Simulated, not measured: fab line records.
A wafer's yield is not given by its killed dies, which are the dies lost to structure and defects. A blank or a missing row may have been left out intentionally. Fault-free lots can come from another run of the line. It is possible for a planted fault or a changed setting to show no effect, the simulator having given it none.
A lot that was struck, set against a sound lot -- flow sky130 -- 24 out of 708 route steps
Sound: wafers L128.2, L128.3, L128.6. Wafers L123.3, L123.5, L123.6 were the ones struck. The cause is given at the end.
Per side, at each step with rows, come the tool, then ch with its chambers, and then its first start. Under that, the readings that differ: sound wafers -- struck wafers -- difference of the means -- sigmas: that difference in standard deviations of wafers without a fault.
alike: a reading whose means differ by less than 2 such deviations, as well as words and numbers matching on both sides. not compared: withheld readings; readings where some wafer has no value; bounds like >300 that might hide an equal value; numbers whose values overlap and for which the record gives no deviation.
A row with sigmas, a row that says differs or no value, or rows on one side alone: a step with any of these is where the two part. Non-overlapping numbers with no deviation appear without sigmas and do not part them. A reading that every wafer of one side lacks parts them only if that side has two wafers or more.

SKY_LI_CONTACT_SPUTTER_19: material Ti, target thk 20 nm, time 106.37 s.
  sound on pvdSputter-03 at day 35 23:41; struck on pvdSputter-03 at day 34 19:00
  alike: chamberPressurePa, throttleValvePct
SKY_LI_CONTACT_SPUTTER_20: material TiN, target thk 20 nm, time 80 s.
  sound on pvdSputter-03 at day 35 23:46; struck on pvdSputter-03 at day 34 19:05
  alike: chamberPressurePa, throttleValvePct
SKY_LI_CONTACT_CVD_21: deposits W, target thk 400 nm, time 120.56 s.
  sound on cvdW-01 ch 1, day 35 23:50; struck on cvdW-02 ch 0,1, day 34 19:11
reading,sound,struck,difference,sigmas
heaterPowerW (W),1179 1166 1206,820 842 776,-371,-2
SKY_LI_CONTACT_RS_MEAS_22: the measuring method here is four-point-probe.
  sound on filmMetro-01 at day 35 23:58; struck on filmMetro-04 at day 34 19:19
  alike: LI_CONTACT_W_RS
SKY_LI_CONTACT_THK_MEAS_23: measures by xrf.
  sound on filmMetro-01 at day 36 00:05; struck on filmMetro-04 at day 34 19:25
reading,sound,struck,difference,sigmas
LI_CONTACT_W_THK (nm),423 420 415,399 399 402,-19,-3
SKY_LI_CONTACT_CMP_24: polishes, stops on PSG, t overpolish 20 s, target thk 0 nm.
  sound on cmp-02 ch 0,2,3, day 36 00:11; struck on cmp-02 ch 0,1,3, day 34 19:33
  alike: motorCurrentA, overpolishRunS, timeToEndpointS
SKY_LOCAL_INTERCONNECT_SPUTTER_00: material TiN, target thk 100 nm, time 83.3 s.
  sound on pvdSputter-01 at day 36 00:26; struck on pvdSputter-02 at day 34 19:45
  alike: chamberPressurePa, throttleValvePct
SKY_LOCAL_INTERCONNECT_RS_MEAS_01: the measuring method here is four-point-probe.
  sound on filmMetro-03 at day 36 00:31; struck on filmMetro-02 at day 34 19:52
  alike: LOCAL_INTERCONNECT_TIN_RS
SKY_LOCAL_INTERCONNECT_THK_MEAS_02: measures by xrf.
  sound on filmMetro-03 at day 36 00:38; struck on filmMetro-02 at day 34 19:58
  alike: LOCAL_INTERCONNECT_TIN_THK
then, 3 steps without rows for these wafers: SKY_LOCAL_INTERCONNECT_DEHYDRATE_03 (time 60 s); SKY_LOCAL_INTERCONNECT_HMDS_04 (prime time 60 s); SKY_LOCAL_INTERCONNECT_COAT_05 (resist thk 60 nm).
SKY_LOCAL_INTERCONNECT_COAT_06: resist thk 450 nm.
  sound on lithoTrack-03 ch 0, day 36 13:00; struck on lithoTrack-01 ch 0, day 35 09:00
reading,sound,struck,difference,sigmas
spinSpeedRpm (rpm),3001.1 3000.0 2999.0,3152.5 3153.8 3152.3,+152.8,+80
model.KrF-thick_of_LOCAL_INTERCONNECT_COAT_06.thkNm (nm),449.8 449.8 449.2,436.9 437.3 437.7,-12.3,
  alike: dispensePressureKPa
then, 4 steps without rows for these wafers: SKY_LOCAL_INTERCONNECT_SOFTBAKE_07 (time 90 s); SKY_LOCAL_INTERCONNECT_EXPOSE_08 (exposes mask LI1M, target cd 170 nm); SKY_LOCAL_INTERCONNECT_PEB_09; SKY_LOCAL_INTERCONNECT_DEVELOP_10 (develop time 60 s).
SKY_LOCAL_INTERCONNECT_CD_MEAS_11 targets a cd of 170 nm.
  sound on cdSem-01 at day 37 02:16; struck on cdSem-01 at day 35 22:02
  alike: cdNm
SKY_LOCAL_INTERCONNECT_OVL_MEAS_12:
  sound on overlay-01 at day 37 02:22; struck on overlay-01 at day 35 22:07
  alike: LOCAL_INTERCONNECT_OVL
then, 1 step without rows for these wafers: SKY_LOCAL_INTERCONNECT_ETCH_13 (etches BARC in N2/H2, stops on SiO2, time 45.9 s, target depth 60 nm).
SKY_LOCAL_INTERCONNECT_METAL_ETCH_14: etches TiN in Cl2/BCl3, stops on PSG, target depth 110 nm, time 31.4 s.
  sound on rieMetal-03 ch 0,1, day 37 02:28; struck on rieMetal-03 ch 0,1, day 35 22:13
reading,sound,struck,difference,sigmas
oesProductAu (a.u.),0.944 0.941 0.930,0.960 0.950 0.950,+0.015,+3
model.KrF-thick_of_LOCAL_INTERCONNECT_COAT_06.thkNm (nm),349 348.3 347.7,334.9 336.4 335.7,-12.7,
  alike: drypumpMotorCurrentA, mfcCl2Sccm, throttleValvePct
  not compared: rfHoursCounterH
SKY_LOCAL_INTERCONNECT_STRIP_15: strips in O2/N2.
  sound on plasmaAsher-03 ch 1, day 37 02:31; struck on plasmaAsher-04 ch 0,1, day 35 22:17
reading,sound,struck,difference,sigmas
stripTimeToEndpointS (s),4.724 4.712 4.697,4.573 4.605 4.573,-0.127,-7
  alike: drypumpMotorCurrentA, oesProductAu
  not compared: rfHoursCounterH
then, 2 steps without rows for these wafers: SKY_LOCAL_INTERCONNECT_STRIP_16 (strips in post etch residue remover, time 1200 s); SKY_PAD_OPEN_PROBE_99.

== WHERE THEY PART ==
At SKY_LI_CONTACT_CVD_21 first; at SKY_LOCAL_INTERCONNECT_STRIP_15 last (within this record only).

WHY: the cause the simulator had injected
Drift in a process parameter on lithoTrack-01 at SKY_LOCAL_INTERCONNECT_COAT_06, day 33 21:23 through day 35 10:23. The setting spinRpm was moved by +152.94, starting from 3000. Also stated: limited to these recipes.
